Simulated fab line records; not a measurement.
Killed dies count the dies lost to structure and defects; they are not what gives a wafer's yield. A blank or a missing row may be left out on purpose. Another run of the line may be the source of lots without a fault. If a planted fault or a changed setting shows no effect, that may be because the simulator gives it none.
The tool behind it: which one?    flow gf180mcu    39 wafers from 13 lots sampled at 5 of the route's 602 steps

## WHAT EACH GAUGE READ, for each wafer
GF_VT_IMPLANT_TW_MEAS_21. Usual: VT_IMPLANT_2_TW typically reads 1213, with standard deviation 4.7.
lot   measured      on             VT_IMPLANT_2_TW                flag
L926  day 6 02:17   film metro-04  1210 1210 1208                 
L927  day 6 08:23   film metro-02  1216 1210 1211                 
L928  day 6 15:53   film metro-04  1210 1214 1207                 
L929  day 6 22:41   film metro-02  1215 1211 1212                 
L930  day 7 03:20   film metro-01  1215 1214 1214                 
L932  day 7 21:52   film metro-01  1219 1212 1214                 
L933  day 8 10:53   film metro-04  1215 1213 1221                 
L937  day 9 18:52   film metro-04  1211 1211 1207                 
L938  day 9 19:46   film metro-02  1283 1290 1284 1287 1282 1292  OFF
L939  day 9 23:52   film metro-01  1286 1294 1292 1286 1286 1297  OFF
L943  day 10 22:08  film metro-04  1212 1213 1213                 
L946  day 11 10:50  film metro-01  1212 1211 1215                 
L949  day 12 07:35  film metro-02  1215 1218 1218                 

GF_M3_RS_MEAS_05: measures by four-point-probe. Usual: M3_ALCU_RS typically reads 0.0693 ohm/sq, with standard deviation 0.001.
lot   measured      on             M3_ALCU_RS (ohm/sq)   flag
L926  day 19 22:41  film metro-02  0.0691 0.0690 0.0696  
L927  day 20 11:52  film metro-02  0.0694 0.0688 0.0678  
L928  day 20 21:21  film metro-01  0.0691 0.0691 0.0700  
L929  day 21 06:55  film metro-01  0.0706 0.0694 0.0695  
L930  day 21 14:03  film metro-04  0.0691 0.0688 0.0704  
L932  day 22 16:00  film metro-04  0.0676 0.0699 0.0698  
L933  day 23 07:11  film metro-02  0.0687 0.0702 0.0686  
L937  day 25 04:19  film metro-01  0.0696 0.0696 0.0700  
L938  day 25 01:53  film metro-02  0.0683 0.0678 0.0707  
L939  day 25 09:42  film metro-01  0.0702 0.0704 0.0695  
L943  day 26 13:36  film metro-02  0.0680 0.0686 0.0688  
L946  day 27 01:46  film metro-01  0.0697 0.0675 0.0697  
L949  day 28 01:23  film metro-02  0.0692 0.0685 0.0694  

## TOOL THAT RAN EACH LOT (tool first, then ch and the chambers of the sampled wafers, then the start)
lot   GF_VT_IMPLANT_IMPLANT_19         GF_V1_CVD_23                   GF_V2_ETCH_17
L926  implanter-04 ch 0, day 6 02:02   cvd w-02 ch 0,1, day 17 20:17  rie diel-01 ch 0,2,3, day 19 22:41 or earlier
L927  implanter-02 ch 0, day 6 08:08   cvd w-02 ch 0,1, day 18 08:17  rie diel-02 ch 0,1,2, day 20 11:52 or earlier
L928  implanter-01 ch 0, day 6 15:40   cvd w-02 ch 0,1, day 18 17:25  rie diel-02 ch 2,3, day 20 21:21 or earlier
L929  implanter-02 ch 0, day 6 22:26   cvd w-02 ch 1, day 19 03:25    rie diel-04 ch 1,3, day 21 06:55 or earlier
L930  implanter-04 ch 0, day 7 03:07   cvd w-02 ch 0,1, day 19 10:26  rie diel-01 ch 0,1,3, day 21 14:03 or earlier
L932  implanter-02 ch 0, day 7 21:37   cvd w-01 ch 0,1, day 20 13:02  rie diel-02 ch 0,1, day 22 16:00 or earlier
L933  implanter-01 ch 0, day 8 10:40   cvd w-02 ch 0,1, day 21 04:25  rie diel-04 ch 1,2,3, day 23 07:11 or earlier
L937  implanter-02 ch 0, day 9 18:37   cvd w-02 ch 0,1, day 23 03:25  rie diel-01 ch 0,1,3, day 25 04:19 or earlier
L938  implanter-04 ch 0, day 9 19:31   cvd w-01 ch 0,1, day 23 01:40  rie diel-02 ch 0,3, day 25 01:53 or earlier
L939  implanter-04 ch 0, day 9 23:37   cvd w-02 ch 0,1, day 23 09:37  rie diel-01 ch 0,1,3, day 25 09:42 or earlier
L943  implanter-01 ch 0, day 10 21:53  cvd w-02 ch 0,1, day 24 15:45  rie diel-04 ch 1,2, day 26 13:36 or earlier
L946  implanter-02 ch 0, day 11 10:35  cvd w-02 ch 1, day 25 04:10    rie diel-02 ch 0,1,3, day 27 01:46 or earlier
L949  implanter-02 ch 0, day 12 07:22  cvd w-02 ch 0,1, day 26 04:36  rie diel-04 ch 0,2, day 28 01:23 or earlier
- GF_VT_IMPLANT_IMPLANT_19
- GF_V1_CVD_23: deposits W, target thk 350 nm, time 105.05 s.
- GF_V2_ETCH_17: etches SiO2 in C4F8/O2/Ar, stops on TiN, target depth 630 nm.

## AS READ BY THE TOOLS THEMSELVES (means over the sampled wafers that have a number; for cases with no such wafer, the mark the record gives instead)
GF_VT_IMPLANT_IMPLANT_19. Usual: dose ions cm2 4.351e+12, standard deviation 4.6e+09; faraday current uA 24.6, standard deviation 0.55.
lot   tool          dose ions cm2  faraday current uA  flag
L926  implanter-04  4.344e+12      24.6                
L927  implanter-02  4.354e+12      24.6                
L928  implanter-01  4.355e+12      24.5                
L929  implanter-02  4.351e+12      25.1                
L930  implanter-04  4.346e+12      24.0                
L932  implanter-02  4.347e+12      24.5                
L933  implanter-01  4.354e+12      24.4                
L937  implanter-02  4.354e+12      24.7                
L938  implanter-04  5.212e+12      29.7                OFF
L939  implanter-04  5.215e+12      28.8                OFF
L943  implanter-01  4.351e+12      24.4                
L946  implanter-02  4.346e+12      24.5                
L949  implanter-02  4.349e+12      24.4                

GF_V1_CVD_23. Usual: chamber pressure Torr 40.00 Torr, standard deviation 0.1; heater power w 810 W, standard deviation 160.
lot   tool      chamber pressure Torr (Torr)  heater power w (W)  flag
L926  cvd w-02  40.07                         736                 
L927  cvd w-02  39.92                         731                 
L928  cvd w-02  39.95                         730                 
L929  cvd w-02  39.95                         648                 
L930  cvd w-02  40.02                         720                 
L932  cvd w-01  40.00                         976                 
L933  cvd w-02  40.12                         810                 
L937  cvd w-02  40.01                         822                 
L938  cvd w-01  40.02                         831                 
L939  cvd w-02  39.98                         815                 
L943  cvd w-02  39.94                         725                 
L946  cvd w-02  40.04                         652                 
L949  cvd w-02  40.06                         822                 

GF_V2_ETCH_17. Usual: oes product au reads 0.856 a.u. (standard deviation 0.0043).
lot   tool         oes product au (a.u.)  flag
L926  rie diel-01  0.858                  
L927  rie diel-02  0.858                  
L928  rie diel-02  0.859                  
L929  rie diel-04  0.855                  
L930  rie diel-01  0.854                  
L932  rie diel-02  0.855                  
L933  rie diel-04  0.847                  
L937  rie diel-01  0.858                  
L938  rie diel-02  0.858                  
L939  rie diel-01  0.852                  
L943  rie diel-04  0.861                  
L946  rie diel-02  0.855                  
L949  rie diel-04  0.858                  

## THE ANSWER, worked out from the rows above alone
Rule: a lot counts as off when the mean over its wafers that have a number is more than 3 standard deviations away from the usual mean. A lot without any number at a reading at which 4 lots or more have one is off too. The other lots that the step has rows for count as sound. After the gauges, taken in route order, come the tools' own readings; for these a lot's mean is taken, as printed above. The first step at which some lot is off is used, and at that step the reading that is off furthest; a lot without a number counts as furthest.
Off: L938, L939, at GF_VT_IMPLANT_TW_MEAS_21 (VT_IMPLANT_2_TW).
If a tool, at a process step before that reading, ran all the lots that are off and no sound lot after the first of them, it fits. Not tried: the gauges at GF_VT_IMPLANT_TW_MEAS_21; whatever is off there is also off at GF_VT_IMPLANT_IMPLANT_19, on other tools, and gauge error can't account for it. One fits: implanter-04 at GF_VT_IMPLANT_IMPLANT_19. Its last sound lot is L930 (day 7 03:07), its first lot that is off L938 (day 9 19:31): a fault that began between those two fits.
The tool's own readings at GF_VT_IMPLANT_IMPLANT_19 bear it out: on the lots that are off they differ by more than 5 times the standard deviation of the sound lots' means. dose ions cm2 reads 5.214e+12 there against 4.350e+12 on the sound lots; faraday current uA reads 29.2 there against 24.5 on the sound lots.

## WHAT THE SIMULATOR PUT IN
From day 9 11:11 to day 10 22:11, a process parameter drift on implanter-04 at GF_VT_IMPLANT_IMPLANT_19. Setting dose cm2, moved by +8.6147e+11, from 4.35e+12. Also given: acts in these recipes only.
Shown lots that were struck: L938, L939. Same finding as the rule above.
